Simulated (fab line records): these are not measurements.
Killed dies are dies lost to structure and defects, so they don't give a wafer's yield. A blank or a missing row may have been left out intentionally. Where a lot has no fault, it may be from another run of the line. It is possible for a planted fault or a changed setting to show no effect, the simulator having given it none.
fab line records	flow sky130
record lots=6	wafers=16	last-day=49
route steps=708 shown VIA3@590 METAL4@598 CAP2M@603 PAD_OPEN@708
lots with no fault: from the same line, run without faults
start-h: hours from the record's opening day to when the first of the lot's shown wafers began	wait-h: hours elapsed since this lot's preceding step	" identical to the entry in the row above	L1.1+2: one row covering several wafers at once	- no value present, or no start provided	* or withheld: withheld	< > ~ a bound
route shown NAME@n: names a module that has steps shown in the file, with the first one's number in the route	usual: mean and standard deviation over wafers with no fault	same: alike in all rows	chamber/n: place in a boat	sites: per-site readings	_std_site: standard deviation of those values	_edge_site: mean of outer sites minus mean of inner sites	radius-mm: for every site, how far away it sits from the centre of the wafer	mask NAME#n: copy n	behind: the most recent tool/chamber to have shaped the wafer	hold: reason for holding the lot/hours on hold/outcome of the hold	device: whichever transistor did not switch (one of n, p or np)	end of line: the same wafers' tests at the end of the route	step lacking rows: just its recipe	killed: dies that structure and defects cost at the first sort, which is not the same as the wafer's yield	map: dies across one wafer; x = killed, . = not, _ = none there
set.NAME: the run value of the setting; set.NAME@STEP: its run value at that earlier step	model.NAME: the simulator's own value behind a step, which no gauge read
a table for each step, a row for each wafer; lots at some steps of the route
services: the hour from which a tool's chamber was out of use, counted from the record's first day as start-h (under 0 if before that day), plus the number of hours and why
## steps
# step SKY_VIA3_STRIP_17
# recipe chemistry=post-etch-residue-remover	time-s=1200	temp-c=72.5
# step SKY_VIA3_CLEAN_18
# recipe chemistry=IPA	time-s=180	temp-c=25
# step SKY_VIA3_CLEAN_19
# recipe chemistry=O3/DIW	dry=n2-spin
# step SKY_VIA3_SPUTTER_20
# recipe material=TiN	target-thk-nm=20	chamber-pressure-pa=5	power-w=4000	time-s=80
# step SKY_VIA3_CVD_21
# recipe material=W	target-thk-nm=390	time-s=117.31	temp-c=400	pressure-torr=40
# step SKY_VIA3_RS_MEAS_22
# recipe thk-meas-gauge=four-point-probe	reads=W_of_VIA3_CVD_21+TiN_of_VIA3_SPUTTER_20
# usual VIA3_W_RS=0.2966/0.0026
lot.wafer	tool	chamber	start-h	wait-h	VIA3_W_RS[ohm/sq]
L708.1	film-metro-02	-	959.82	0.2	0.2966
L708.3	"	-	"	"	0.2958
L708.4	"	-	"	"	0.2966
L709.1	film-metro-01	-	970.46	0.1	0.3038
L709.2	"	-	"	"	0.2981
L709.3	"	-	"	"	0.3014
L715.4	film-metro-02	-	1020.53	0.1	0.2936
L715.6	"	-	"	"	0.2964
L716.4	film-metro-02	-	1021.96	0.1	0.2949
L716.6	"	-	"	"	0.2956
L723.1	film-metro-03	-	1050.10	0.1	0.2947
L723.2	"	-	"	"	0.2937
L723.4	"	-	"	"	0.2939
L724.1	film-metro-01	-	1062.62	0.1	0.2991
L724.2	"	-	"	"	0.2966
L724.3	"	-	"	"	0.2958
# step SKY_VIA3_THK_MEAS_23
# recipe thk-meas-gauge=xrf	reads=W_of_VIA3_CVD_21
# usual VIA3_W_THK=372/4.6
lot.wafer	tool	chamber	start-h	wait-h	VIA3_W_THK[nm]
L708.1	film-metro-02	-	959.94	0.1	371
L708.3	"	-	"	"	374
L708.4	"	-	"	"	372
L709.1	film-metro-01	-	970.58	0.1	358
L709.2	"	-	"	"	364
L709.3	"	-	"	"	361
L715.4	film-metro-02	-	1020.62	0.1	380
L715.6	"	-	"	"	377
L716.4	film-metro-02	-	1022.05	0.1	380
L716.6	"	-	"	"	377
L723.1	film-metro-03	-	1050.22	0.1	377
L723.2	"	-	"	"	378
L723.4	"	-	"	"	376
L724.1	film-metro-01	-	1062.74	0.1	366
L724.2	"	-	"	"	372
L724.3	"	-	"	"	373
# step SKY_VIA3_CMP_24
# recipe stop-on=SiO2	t-overpolish-s=20	down-force-psi=3.5	platen-rpm=60	target-thk-nm=0	pad-velocity-m-s=0.94248
# step SKY_METAL4_SPUTTER_00
# recipe material=Ti	target-thk-nm=15	power-w=3000	time-s=10	chamber-pressure-pa=0.4
# usual throttle-valve-pct=29.3/0.93
lot.wafer	tool	chamber	start-h	wait-h	throttle-valve-pct
L708.1	pvd-sputter-02	-	960.30	0.2	29.9
L708.3	"	-	"	"	29.9
L708.4	"	-	"	"	30.7
L709.1	pvd-sputter-01	-	970.94	0.1	28.8
L709.2	"	-	"	"	29.4
L709.3	"	-	"	"	29.3
L715.4	pvd-sputter-01	-	1021.17	0.1	29.3
L715.6	"	-	"	"	29.3
L716.4	pvd-sputter-01	-	1022.38	0.1	28.8
L716.6	"	-	"	"	28.8
L723.1	pvd-sputter-03	-	1050.58	0.1	27.4
L723.2	"	-	"	"	29.3
L723.4	"	-	"	"	29.3
L724.1	pvd-sputter-02	-	1063.22	0.1	31.0
L724.2	"	-	"	"	28.8
L724.3	"	-	"	"	29.9
# step SKY_METAL4_SPUTTER_01
# recipe material=TiN	target-thk-nm=20	power-w=6500	time-s=16.7	chamber-pressure-pa=0.4
# usual throttle-valve-pct=29.3/0.94
lot.wafer	tool	chamber	start-h	wait-h	throttle-valve-pct
L708.1	pvd-sputter-02	-	960.32	0.0	30.1
L708.3	"	-	"	"	29.7
L708.4	"	-	"	"	30.9
L709.1	pvd-sputter-01	-	970.97	0.0	28.4
L709.2	"	-	"	"	29.2
L709.3	"	-	"	"	29.2
L715.4	pvd-sputter-01	-	1021.20	0.0	29.0
L715.6	"	-	"	"	29.4
L716.4	pvd-sputter-01	-	1022.41	0.0	28.4
L716.6	"	-	"	"	28.8
L723.1	pvd-sputter-03	-	1050.61	0.0	27.2
L723.2	"	-	"	"	29.2
L723.4	"	-	"	"	29.3
L724.1	pvd-sputter-02	-	1063.25	0.0	30.7
L724.2	"	-	"	"	28.7
L724.3	"	-	"	"	29.9
# step SKY_METAL4_SPUTTER_02
# recipe material=AlCu	target-thk-nm=735	power-w=10600	time-s=39.1	chamber-pressure-pa=0.4
# step SKY_METAL4_SPUTTER_03
# recipe material=Ti	target-thk-nm=5	power-w=3000	time-s=3.3	chamber-pressure-pa=0.4
# usual throttle-valve-pct=29.3/0.93
lot.wafer	tool	chamber	start-h	wait-h	throttle-valve-pct
L708.1	pvd-sputter-02	-	960.38	0.0	29.8
L708.3	"	-	"	"	29.8
L708.4	"	-	"	"	30.7
L709.1	pvd-sputter-01	-	971.03	0.0	28.5
L709.2	"	-	"	"	29.8
L709.3	"	-	"	"	28.9
L715.4	pvd-sputter-01	-	1021.26	0.0	29.1
L715.6	"	-	"	"	29.1
L716.4	pvd-sputter-01	-	1022.47	0.0	28.8
L716.6	"	-	"	"	29.0
L723.1	pvd-sputter-03	-	1050.67	0.0	27.3
L723.2	"	-	"	"	29.5
L723.4	"	-	"	"	29.6
L724.1	pvd-sputter-02	-	1063.31	0.0	30.8
L724.2	"	-	"	"	28.8
L724.3	"	-	"	"	29.8
# step SKY_METAL4_SPUTTER_04
# recipe material=TiN	target-thk-nm=70	power-w=6500	time-s=58.3	chamber-pressure-pa=0.4
# usual throttle-valve-pct=29.3/0.95
lot.wafer	tool	chamber	start-h	wait-h	throttle-valve-pct	model.TiN_of_METAL4_SPUTTER_04.thk-nm
L708.1	pvd-sputter-02	-	960.40	0.0	29.9	68.37
L708.3	"	-	"	"	30.0	69.83
L708.4	"	-	"	"	31.0	68.28
L709.1	pvd-sputter-01	-	971.05	0.0	28.6	68.94
L709.2	"	-	"	"	29.3	70.36
L709.3	"	-	"	"	28.9	70.11
L715.4	pvd-sputter-01	-	1021.28	0.0	29.1	114
L715.6	"	-	"	"	29.2	113.8
L716.4	pvd-sputter-01	-	1022.49	0.0	28.6	112.3
L716.6	"	-	"	"	28.6	112.6
L723.1	pvd-sputter-03	-	1050.69	0.0	27.2	70.55
L723.2	"	-	"	"	29.4	71.26
L723.4	"	-	"	"	29.8	70.11
L724.1	pvd-sputter-02	-	1063.33	0.0	30.9	70.16
L724.2	"	-	"	"	28.9	70.67
L724.3	"	-	"	"	29.6	69.76
# step SKY_CAP2M_CVD_00
# recipe material=SiO2	target-thk-nm=15.5	temp-c=400	time-s=withheld	rf-w=450
# step SKY_CAP2M_THK_MEAS_01
# recipe reads=SiO2_of_CAP2M_CVD_00
# usual CAP2M_CVD_00_THK=15.60/0.25
lot.wafer	tool	chamber	start-h	wait-h	CAP2M_CVD_00_THK[nm]
L708.1	film-metro-04	-	960.47	-	15.37
L708.3	"	-	"	"	15.19
L708.4	"	-	"	"	15.90
L709.1	film-metro-04	-	971.12	-	15.70
L709.2	"	-	"	"	15.70
L709.3	"	-	"	"	15.42
L715.4	film-metro-04	-	1021.39	-	15.67
L715.6	"	-	"	"	16.00
L716.4	film-metro-04	-	1022.59	-	15.78
L716.6	"	-	"	"	15.88
L723.1	film-metro-04	-	1050.76	-	15.41
L723.2	"	-	"	"	15.50
L723.4	"	-	"	"	15.63
L724.1	film-metro-04	-	1063.40	-	15.65
L724.2	"	-	"	"	15.88
L724.3	"	-	"	"	15.67
# step SKY_CAP2M_SPUTTER_02
# recipe material=TiN	target-thk-nm=200	temp-c=300	power-w=6500	time-s=166.7	chamber-pressure-pa=0.4
# usual susceptor-temp-C=299.98/0.18	throttle-valve-pct=29.9/0.78
lot.wafer	tool	chamber	start-h	wait-h	susceptor-temp-C	throttle-valve-pct
L708.1	pvd-sputter-03	-	960.53	0.1	299.69	29.4
L708.3	"	-	"	"	299.99	27.3
L708.4	"	-	"	"	299.93	29.3
L709.1	pvd-sputter-02	-	971.18	0.1	299.99	30.9
L709.2	"	-	"	"	299.82	30.0
L709.3	"	-	"	"	300.22	29.7
L715.4	pvd-sputter-04	-	1021.42	0.0	300.19	29.5
L715.6	"	-	"	"	299.87	29.8
L716.4	pvd-sputter-02	-	1022.62	0.0	299.98	29.8
L716.6	"	-	"	"	299.96	30.8
L723.1	pvd-sputter-04	-	1050.82	0.1	299.95	29.6
L723.2	"	-	"	"	299.78	29.5
L723.4	"	-	"	"	300.17	31.1
L724.1	pvd-sputter-04	-	1063.46	0.1	299.94	29.8
L724.2	"	-	"	"	299.84	31.2
L724.3	"	-	"	"	300.11	29.6
# step SKY_CAP2M_RS_MEAS_03
# recipe thk-meas-gauge=four-point-probe	reads=TiN_of_CAP2M_SPUTTER_02
# usual CAP2M_TIN_RS=6.89/0.086
lot.wafer	tool	chamber	start-h	wait-h	CAP2M_TIN_RS[ohm/sq]
L708.1	film-metro-03	-	960.64	0.1	7.00
L708.3	"	-	"	"	6.95
L708.4	"	-	"	"	6.91
L709.1	film-metro-04	-	971.29	0.1	6.91
L709.2	"	-	"	"	6.88
L709.3	"	-	"	"	6.90
L715.4	film-metro-03	-	1021.59	0.1	6.77
L715.6	"	-	"	"	6.75
L716.4	film-metro-03	-	1022.79	0.1	6.95
L716.6	"	-	"	"	6.91
L723.1	film-metro-01	-	1050.93	0.1	6.77
L723.2	"	-	"	"	6.88
L723.4	"	-	"	"	6.90
L724.1	film-metro-04	-	1063.57	0.1	6.95
L724.2	"	-	"	"	6.93
L724.3	"	-	"	"	6.90
# step SKY_CAP2M_THK_MEAS_04
# recipe thk-meas-gauge=xrf	reads=TiN_of_CAP2M_SPUTTER_02
# usual CAP2M_TIN_THK=200.5/2.8
lot.wafer	tool	chamber	start-h	wait-h	CAP2M_TIN_THK[nm]
L708.1	film-metro-03	-	960.76	0.1	198.4
L708.3	"	-	"	"	198.8
L708.4	"	-	"	"	199.7
L709.1	film-metro-04	-	971.41	0.1	199.4
L709.2	"	-	"	"	200.5
L709.3	"	-	"	"	200.0
L715.4	film-metro-03	-	1021.68	0.1	204.6
L715.6	"	-	"	"	206.2
L716.4	film-metro-03	-	1022.88	0.1	199.2
L716.6	"	-	"	"	201.1
L723.1	film-metro-01	-	1051.05	0.1	203.9
L723.2	"	-	"	"	201.2
L723.4	"	-	"	"	200.4
L724.1	film-metro-04	-	1063.69	0.1	202.1
L724.2	"	-	"	"	201.1
L724.3	"	-	"	"	201.6
# step SKY_CAP2M_DEHYDRATE_05
# recipe temp-c=200	time-s=60
# step SKY_CAP2M_HMDS_06
# recipe prime-time-s=60	prime-temp-c=120
# step SKY_CAP2M_COAT_07
# recipe resist=NOVOLAK	spin-rpm=3000	resist-thk-nm=1140
# step SKY_CAP2M_SOFTBAKE_08
# recipe temp-c=90	time-s=60	resist=NOVOLAK
# step SKY_CAP2M_EXPOSE_09
# recipe mask-id=CAP2M	na=0.6	source-shape=conventional	sigma-outer=0.6	polarization=unpolarized	target-cd-nm=1000	dose-mj=159
# step SKY_CAP2M_PEB_10
# recipe temp-c=withheld	time-s=*	resist=NOVOLAK
# step SKY_CAP2M_DEVELOP_11
# recipe resist=NOVOLAK	developer=TMAH	develop-time-s=60	dev-temp-c=23
# step SKY_CAP2M_OVL_MEAS_12
# usual CAP2M_OVL=-0.6/1.2
lot.wafer	tool	chamber	start-h	wait-h	CAP2M_OVL[nm]
L708.1	overlay-02	-	984.16	0.1	-0.6
L708.3	"	-	"	"	0.6
L708.4	"	-	"	"	-0.1
L709.1	overlay-02	-	994.01	0.1	-2.1
L709.2	"	-	"	"	-1.7
L709.3	"	-	"	"	-1.3
L715.4	overlay-02	-	1044.45	0.1	1.2
L715.6	"	-	"	"	1.0
L716.4	overlay-02	-	1045.87	0.1	-1.5
L716.6	"	-	"	"	-0.5
L723.1	overlay-02	-	1071.96	0.1	-0.9
L723.2	"	-	"	"	-1.8
L723.4	"	-	"	"	-1.9
L724.1	overlay-01	-	1084.81	0.1	-1.6
L724.2	"	-	"	"	-0.9
L724.3	"	-	"	"	-2.0
# step SKY_CAP2M_METAL_ETCH_13
# recipe target-depth-nm=220	stop-on=SiO2	chemistry=Cl2/BCl3	target=TiN	pressure-mtorr=10	icp-w=900	bias-w=48.5	Cl2_flow_sccm=60	bcl3-flow-sccm=30	time-s=62.9
# step SKY_CAP2M_STRIP_14
# recipe chemistry=O2/N2	power-w=1400	pressure-mtorr=1500	platen-temp-c=withheld	o2-flow-sccm=3000	n2-flow-sccm=300	overash-fraction=0.5
# step SKY_CAP2M_STRIP_15
# recipe chemistry=post-etch-residue-remover	time-s=1200	temp-c=72.5
# step SKY_CAP2M_CLEAN_16
# recipe chemistry=IPA	time-s=180	temp-c=25
# step SKY_CAP2M_CLEAN_17
# recipe chemistry=O3/DIW	dry=n2-spin
# step SKY_METAL4_DEHYDRATE_05
# recipe temp-c=200	time-s=60
# step SKY_METAL4_HMDS_06
# recipe prime-time-s=60	prime-temp-c=120
# step SKY_METAL4_COAT_07
# recipe resist=BARC	temp-c=withheld	time-s=withheld	spin-rpm=3000	resist-thk-nm=60
# step SKY_METAL4_COAT_08
# recipe resist=KrF-thick	spin-rpm=3000	resist-thk-nm=1140
# step SKY_METAL4_SOFTBAKE_09
# recipe temp-c=100	time-s=90	resist=KrF-thick
# step SKY_METAL4_EXPOSE_10
# recipe mask-id=MM4	na=0.68	source-shape=annular	sigma-inner=0.4	sigma-outer=0.8	target-cd-nm=300	dose-mj=28
# step SKY_METAL4_PEB_11
# recipe peb-temp-c=withheld	peb-time-s=withheld	resist=KrF-thick
# step SKY_METAL4_DEVELOP_12
# recipe develop-time-s=60	resist=KrF-thick	dev-temp-c=21
# step SKY_METAL4_CD_MEAS_13
# recipe target-cd-nm=300
# usual cd-nm=300.2/1.3
lot.wafer	tool	chamber	start-h	wait-h	cd-nm
L708.1	cd-sem-01	-	1007.83	-	300.1
L708.3	"	-	"	"	300.6
L708.4	"	-	"	"	300.6
L709.1	cd-sem-02	-	1017.56	-	300.3
L709.2	"	-	"	"	302.8
L709.3	"	-	"	"	302.1
L715.4	cd-sem-01	-	1067.32	-	299.9
L715.6	"	-	"	"	299.9
L716.4	cd-sem-01	-	1068.39	-	300.4
L716.6	"	-	"	"	302.7
L723.1	cd-sem-02	-	1094.21	-	299.7
L723.2	"	-	"	"	301.1
L723.4	"	-	"	"	302.0
L724.1	cd-sem-02	-	1105.01	-	297.3
L724.2	"	-	"	"	296.8
L724.3	"	-	"	"	298.3
# step SKY_METAL4_OVL_MEAS_14
# usual METAL4_OVL=2/5.7
lot.wafer	tool	chamber	start-h	wait-h	METAL4_OVL[nm]
L708.1	overlay-02	-	1007.95	0.1	-1
L708.3	"	-	"	"	-4
L708.4	"	-	"	"	-3
L709.1	overlay-01	-	1017.68	0.1	3
L709.2	"	-	"	"	1
L709.3	"	-	"	"	7
L715.4	overlay-01	-	1067.40	0.1	-8
L715.6	"	-	"	"	-4
L716.4	overlay-01	-	1068.47	0.1	-2
L716.6	"	-	"	"	5
L723.1	overlay-01	-	1094.33	0.1	-8
L723.2	"	-	"	"	5
L723.4	"	-	"	"	-6
L724.1	overlay-01	-	1105.13	0.1	7
L724.2	"	-	"	"	6
L724.3	"	-	"	"	5
# step SKY_METAL4_DESCUM_15
# recipe chemistry=O2	source-power-w=150	bias-power-w=0	pressure-mtorr=10	temp-c=40	time-s=8
# usual drypump-motor-current-A=5.7/0.51	oes-product-au=1.004/0.016	temp-c=39.99/0.11
lot.wafer	tool	chamber	start-h	wait-h	drypump-motor-current-A	oes-product-au	rf-hours-counter-h	temp-c
L708.1	rie-metal-02	0	1007.99	0.0	4.8	1.002	1	40.17
L708.3	"	1	"	"	5.7	0.975	-	40.18
L708.4	"	0	"	"	4.8	0.995	-	40.01
L709.1	rie-metal-01	1	1017.72	0.0	6.6	1.004	6	39.94
L709.2	"	0	"	"	5.5	1.012	10	39.87
L709.3	"	1	"	"	6.6	1.001	-	39.85
L715.4	rie-metal-02	0	1067.43	0.0	4.8	1.007	-	39.89
L715.6	"	0	"	"	4.8	1.003	-	39.84
L716.4	rie-metal-04	1	1068.50	0.0	5.8	1.014	-	40.05
L716.6	"	1	"	"	5.8	1.021	-	40.10
L723.1	rie-metal-04	0	1094.37	0.0	5.7	1.016	11	40.06
L723.2	"	1	"	"	5.8	1.001	0	39.98
L723.4	"	1	"	"	5.8	1.008	-	40.24
L724.1	rie-metal-01	0	1105.17	0.0	5.5	1.037	17	40.12
L724.2	"	1	"	"	6.6	1.012	13	39.97
L724.3	"	0	"	"	5.5	1.039	-	40.05
# step SKY_METAL4_METAL_ETCH_18
# recipe target-depth-a=8450	stop-on=SiO2	over-etch-frac=0.3	time-s=183.1	chemistry=Cl2/BCl3	resist-sidewall-deg=88	pressure-mtorr=10	icp-w=900	bias-w=48.5	Cl2_flow_sccm=60	bcl3-flow-sccm=30
# usual drypump-motor-current-A=5.7/0.51	oes-product-au=0.867/0.0069	throttle-valve-pct=22.265/0.0099
lot.wafer	tool	chamber	start-h	wait-h	drypump-motor-current-A	oes-product-au	rf-hours-counter-h	throttle-valve-pct
L708.1	rie-metal-04	1	1008.14	0.0	5.8	0.869	21	22.266
L708.3	"	1	"	"	5.8	0.861	-	22.255
L708.4	"	0	"	"	5.7	0.872	-	22.256
L709.1	rie-metal-02	1	1017.87	0.0	5.7	0.865	21	22.271
L709.2	"	0	"	"	4.9	0.865	2	22.264
L709.3	"	0	"	"	4.8	0.869	-	22.270
L715.4	rie-metal-04	1	1067.63	0.1	5.8	0.892	-	22.263
L715.6	"	0	"	"	5.7	0.883	-	22.254
L716.4	rie-metal-01	0	1068.70	0.1	5.5	0.889	-	22.273
L716.6	"	0	"	"	5.4	0.890	-	22.265
L723.1	rie-metal-01	1	1094.52	0.0	6.6	0.868	12	22.271
L723.2	"	0	"	"	5.5	0.864	17	22.260
L723.4	"	1	"	"	6.6	0.858	-	22.267
L724.1	rie-metal-02	1	1105.32	0.0	5.7	0.865	29	22.283
L724.2	"	0	"	"	4.8	0.858	7	22.274
L724.3	"	1	"	"	5.7	0.861	-	22.256
# step SKY_PAD_OPEN_PROBE_99
# usual defect-limited-yield=82.5/1.9	killed_at_M0_to_M3=43/6.8	killed_at_M4_up=3.0/1.6	killed-at-contacts=25/6	killed-at-front-end=15/4.4	killed-at-other=0.3/0.52	killed-dies=86/9.6	killed-open=47/6.7	killed-short=39/6.8	sort_bin_3_pad_short=0.9/0.43	sort_bin_5_function=10.3/1.5	sort_bin_6_memory=6.3/1.1	sort-n-pass=406/9.6	sort-yield-pct=82.5/1.9
# same gross-dies=492	killed-at-back-side=0	sort_bin_4_leakage[%]=0	sort_bin_8_speed[%]=0
lot.wafer	tool	chamber	start-h	wait-h	defect-limited-yield[%]	killed_at_M0_to_M3	killed_at_M4_up	killed-at-contacts	killed-at-front-end	killed-at-other	killed-dies	killed-open	killed-short	sort_bin_3_pad_short[%]	sort_bin_5_function[%]	sort_bin_6_memory[%]	sort-n-pass	sort-yield-pct[%]	model.etest.via4-chain.rc-ohm
L708.1	prober-01	-	1102.13	0.1	85.0	48	3	14	8	1	74	34	40	0.6	8.1	6.3	418	85.0	0.7851
L708.3	prober-01	-	1102.23	0.2	83.9	42	3	20	14	0	79	45	33	1.0	10.6	4.5	413	83.9	0.8
L708.4	prober-01	-	1102.28	0.2	82.3	46	3	20	18	0	87	53	34	0.6	11.4	5.7	405	82.3	0.751
L709.1	prober-02	-	1109.00	0.1	80.7	50	2	25	17	1	95	53	42	1.0	11.6	6.7	397	80.7	0.8038
L709.2	prober-02	-	1109.05	0.1	78.7	37	3	47	18	0	105	64	41	1.2	11.4	8.7	387	78.7	0.8281
L709.3	prober-02	-	1109.10	0.2	84.6	34	3	21	17	1	76	39	37	0.8	8.3	6.3	416	84.6	0.7486
L715.4	prober-02	-	1154.50	0.2	81.5	51	5	23	12	0	91	55	36	0.2	12.4	5.9	401	81.5	0.8932
L715.6	prober-02	-	1154.60	0.2	83.9	36	5	27	10	1	79	44	35	0.4	10.0	5.7	413	83.9	0.8997
L716.4	prober-02	-	1156.00	0.2	83.7	46	8	16	10	0	80	41	39	0.8	11.0	4.5	412	83.7	0.8574
L716.6	prober-02	-	1156.10	0.2	85.2	42	1	21	9	0	73	43	30	0.6	9.1	5.1	419	85.2	0.8201
L723.1	prober-02	-	1176.82	0.1	83.1	49	4	21	9	0	83	42	41	1.0	8.9	6.9	409	83.1	0.7981
L723.2	prober-02	-	1176.87	0.1	82.5	38	2	29	16	1	86	45	40	0.8	10.6	6.1	406	82.5	0.8036
L723.4	prober-02	-	1176.97	0.2	79.5	44	6	30	20	1	101	63	38	0.6	11.4	8.5	391	79.5	0.7896
L724.1	prober-01	-	1185.13	0.1	82.3	41	2	22	22	0	87	43	44	1.8	10.6	5.3	405	82.3	0.7965
L724.2	prober-01	-	1185.18	0.1	84.1	36	2	25	15	0	78	36	42	1.2	11.0	3.7	414	84.1	0.8071
L724.3	prober-01	-	1185.23	0.2	83.9	40	1	25	13	0	79	44	35	1.0	9.8	5.3	413	83.9	0.7719
# killed by level:class
L708.1 VIA3:geometric-particle:open=8 VIA2:geometric-particle:open=7 LI_CONTACT:geometric-particle:open=6 METAL2:geometric-particle:short=6 VIA3:geometric-particle:short=6 VIA1:geometric-particle:open=5 VIA2:geometric-particle:short=5 CONTACT:geometric-particle:open=4
L708.3 VIA3:geometric-particle:open=10 LI_CONTACT:geometric-particle:open=8 VIA1:geometric-particle:open=8 CONTACT:geometric-particle:open=6 POLY_GATE:geometric-particle:open=5 VIA1:geometric-particle:short=5 METAL2:geometric-particle:short=4 VIA2:geometric-particle:short=4
L708.4 VIA1:geometric-particle:open=14 VIA3:geometric-particle:open=8 CONTACT:geometric-particle:open=7 VIA1:geometric-particle:short=7 POLY_GATE:geometric-particle:open=5 LI_CONTACT:geometric-particle:short=5 LI_CONTACT:geometric-particle:open=5 METAL1:geometric-particle:short=4
L709.1 CONTACT:geometric-particle:open=14 VIA1:geometric-particle:open=14 POLY_GATE:geometric-particle:short=7 VIA3:geometric-particle:open=7 VIA2:geometric-particle:open=7 METAL1:geometric-particle:short=6 LI_CONTACT:geometric-particle:open=5 METAL2:geometric-particle:short=5
L709.2 CONTACT:geometric-particle:open=17 CONTACT:geometric-particle:short=11 LI_CONTACT:geometric-particle:open=10 VIA3:geometric-particle:open=8 POLY_GATE:geometric-particle:open=7 VIA1:geometric-particle:open=7 POLY_GATE:geometric-particle:short=6 VIA2:geometric-particle:open=6
L709.3 LI_CONTACT:geometric-particle:open=9 VIA2:geometric-particle:open=9 METAL2:geometric-particle:short=7 FIELD_ISO:geometric-particle:short=5 POLY_GATE:geometric-particle:short=5 VIA1:geometric-particle:open=5 CONTACT:geometric-particle:open=4 LOCAL_INTERCONNECT:geometric-particle:short=3
L715.4 VIA1:geometric-particle:open=13 CONTACT:geometric-particle:open=12 VIA2:geometric-particle:open=7 VIA3:geometric-particle:open=7 METAL2:geometric-particle:short=6 FIELD_ISO:geometric-particle:open=5 VIA1:geometric-particle:short=5 LI_CONTACT:geometric-particle:short=4
L715.6 CONTACT:geometric-particle:open=11 LI_CONTACT:geometric-particle:open=7 VIA1:geometric-particle:short=7 VIA3:geometric-particle:open=6 CONTACT:geometric-particle:short=5 VIA2:geometric-particle:open=5 FIELD_ISO:geometric-particle:open=3 POLY_GATE:geometric-particle:short=3
L716.4 VIA2:geometric-particle:open=9 CONTACT:geometric-particle:open=7 METAL4:geometric-particle:short=7 VIA1:geometric-particle:open=7 VIA3:geometric-particle:open=7 METAL1:geometric-particle:short=6 METAL2:geometric-particle:short=5 CONTACT:geometric-particle:short=4
L716.6 VIA1:geometric-particle:open=10 CONTACT:geometric-particle:open=9 VIA2:geometric-particle:open=8 METAL2:geometric-particle:short=7 LI_CONTACT:geometric-particle:open=5 VIA3:geometric-particle:open=4 FIELD_ISO:geometric-particle:short=3 CONTACT:geometric-particle:short=3
L723.1 VIA1:geometric-particle:open=10 CONTACT:geometric-particle:open=6 VIA2:geometric-particle:open=6 METAL1:geometric-particle:short=5 METAL2:geometric-particle:short=5 VIA3:geometric-particle:open=5 VIA2:geometric-particle:short=4 CONTACT:geometric-particle:short=4
L723.2 VIA1:geometric-particle:open=10 LI_CONTACT:geometric-particle:open=9 CONTACT:geometric-particle:open=8 FIELD_ISO:geometric-particle:short=7 METAL2:geometric-particle:short=6 VIA3:geometric-particle:open=6 METAL1:geometric-particle:short=5 LOCAL_INTERCONNECT:geometric-particle:short=4
L723.4 CONTACT:geometric-particle:open=12 VIA1:geometric-particle:open=10 VIA2:geometric-particle:open=9 LI_CONTACT:geometric-particle:open=8 POLY_GATE:geometric-particle:open=6 VIA3:geometric-particle:open=6 LOCAL_INTERCONNECT:geometric-particle:short=5 METAL1:geometric-particle:short=5
L724.1 VIA1:geometric-particle:open=7 LOCAL_INTERCONNECT:geometric-particle:short=6 VIA2:geometric-particle:open=6 FIELD_ISO:geometric-particle:open=5 POLY_GATE:geometric-particle:short=5 SPACER:geometric-particle:short=5 CONTACT:geometric-particle:open=5 METAL1:geometric-particle:open=5
L724.2 LI_CONTACT:geometric-particle:open=10 VIA2:geometric-particle:open=7 CONTACT:geometric-particle:short=5 CONTACT:geometric-particle:open=5 VIA1:geometric-particle:open=5 FIELD_ISO:geometric-particle:short=4 POLY_GATE:geometric-particle:open=4 VIA3:geometric-particle:open=4
L724.3 CONTACT:geometric-particle:open=11 VIA1:geometric-particle:open=9 METAL2:geometric-particle:short=7 POLY_GATE:geometric-particle:open=6 VIA1:geometric-particle:short=6 VIA2:geometric-particle:open=6 CONTACT:geometric-particle:short=4 POLY_GATE:geometric-particle:short=4
## services
tool	chamber	start-h	hours	kind
rie-metal-02	-	937.76	2.8	pm
rie-metal-01	-	948.34	1.4	pm
rie-metal-02	0	962.56	-	clean
rie-metal-02	0	962.56	23.4	scheduled-down
rie-metal-02	0	962.56	23.4	vent-cycle
rie-metal-04	0	1019.67	4.6	repair
pvd-sputter-04	-	1029.32	9.2	repair
rie-metal-02	0	1078.38	8.6	repair
rie-metal-04	1	1078.42	-	clean
rie-metal-04	1	1078.42	14.0	scheduled-down
rie-metal-04	1	1078.42	14.0	vent-cycle
rie-metal-04	-	1079.31	11.2	repair
pvd-sputter-01	-	1090.49	6.5	repair
pvd-sputter-03	-	1094.81	4.4	repair
## key
first-sign step=SKY_METAL4_METAL_ETCH_18	reading=oes-product-au	direction=up	sigmas=3.1	usual=0.867	struck=0.889
effect none on later readings
model-effect step=SKY_METAL4_SPUTTER_04	value=TiN_of_METAL4_SPUTTER_04.thk-nm	without=70.24	struck=113.2
model-effect step=SKY_PAD_OPEN_PROBE_99	value=etest.via4-chain.rc-ohm	without=0.7925	struck=0.8676
met-at SKY_METAL4_SPUTTER_04
struck-wafers L715.4,L715.6,L716.4,L716.6
onset-between 971.05 1021.28
also-fits SKY_METAL4_SPUTTER_00:pvd-sputter-01,SKY_METAL4_SPUTTER_01:pvd-sputter-01,SKY_METAL4_SPUTTER_03:pvd-sputter-01
fault kind=process-parameter-drift	tool=pvd-sputter-01	chamber=-	onset-h=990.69	steps=SKY_METAL4_SPUTTER_04	channel=time-s	offset=*	shape=step	end-h=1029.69	scope=struck-wafers-only	acts-in=*	stated=*
